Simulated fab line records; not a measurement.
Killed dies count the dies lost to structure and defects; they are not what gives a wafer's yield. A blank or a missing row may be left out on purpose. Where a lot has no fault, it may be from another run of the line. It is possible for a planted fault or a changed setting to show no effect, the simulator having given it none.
Chamber matching / flow sfq line / pecvd-01 running SFQ_TRILAYER_I2_DEP_PECVD_063: 3 sister chambers
The step deposits SiO2 from SiH4/N2O, time 111.11 s, target thk 500 nm. 6 wafers are shown with their chamber, then 7 later ones without.

## WAFERS WITH THEIR CHAMBER
wafer=L106.4; chamber=1; throttle valve pct (%)=22.3; heater power w (W)=75
wafer=L106.5; chamber=2; throttle valve pct (%)=24.0; heater power w (W)=84
wafer=L109.4; chamber=0; throttle valve pct (%)=24.1; heater power w (W)=76
wafer=L109.6; chamber=2; throttle valve pct (%)=24.2; heater power w (W)=74
wafer=L111.1; chamber=1; throttle valve pct (%)=22.7; heater power w (W)=84
wafer=L111.3; chamber=0; throttle valve pct (%)=23.9; heater power w (W)=76

## WAFERS MISSING THEIR CHAMBER
wafer=L111.4; throttle valve pct (%)=24.2; heater power w (W)=82
wafer=L115.2; throttle valve pct (%)=24.5; heater power w (W)=85
wafer=L115.3; throttle valve pct (%)=23.9; heater power w (W)=70
wafer=L115.4; throttle valve pct (%)=22.5; heater power w (W)=82
wafer=L117.1; throttle valve pct (%)=22.5; heater power w (W)=77
wafer=L117.2; throttle valve pct (%)=23.9; heater power w (W)=76
wafer=L117.5; throttle valve pct (%)=22.7; heater power w (W)=82

## CHAMBER TAKEN BY EACH
wafer=L111.4; from the rows above=can't be placed: 2 or 0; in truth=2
wafer=L115.2; from the rows above=can't be placed: 2 or 0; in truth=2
wafer=L115.3; from the rows above=can't be placed: 0 or 2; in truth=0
wafer=L115.4; from the rows above=1; in truth=1
wafer=L117.1; from the rows above=1; in truth=1
wafer=L117.2; from the rows above=can't be placed: 0 or 2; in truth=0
wafer=L117.5; from the rows above=1; in truth=1
3 of 7 placed correctly. Not placeable from these rows: 4 (in 4, the candidates include the true chamber). Placed wrongly: 0.
How it was worked out, from the rows above alone: a wafer's distance from a chamber is the root of the sum, over the readings, of the square of ((its reading less the chamber's mean) divided by the reading's scatter). If the next closest chamber is less than 2 further off than the closest, the wafer can't be placed; otherwise it belongs to the closest. The mean given for a chamber averages the wafers shown for that chamber. The scatter: take each reading less its chamber's mean, square it, sum over the shown wafers, divide by the number of wafers less the number of chambers, and take the root.
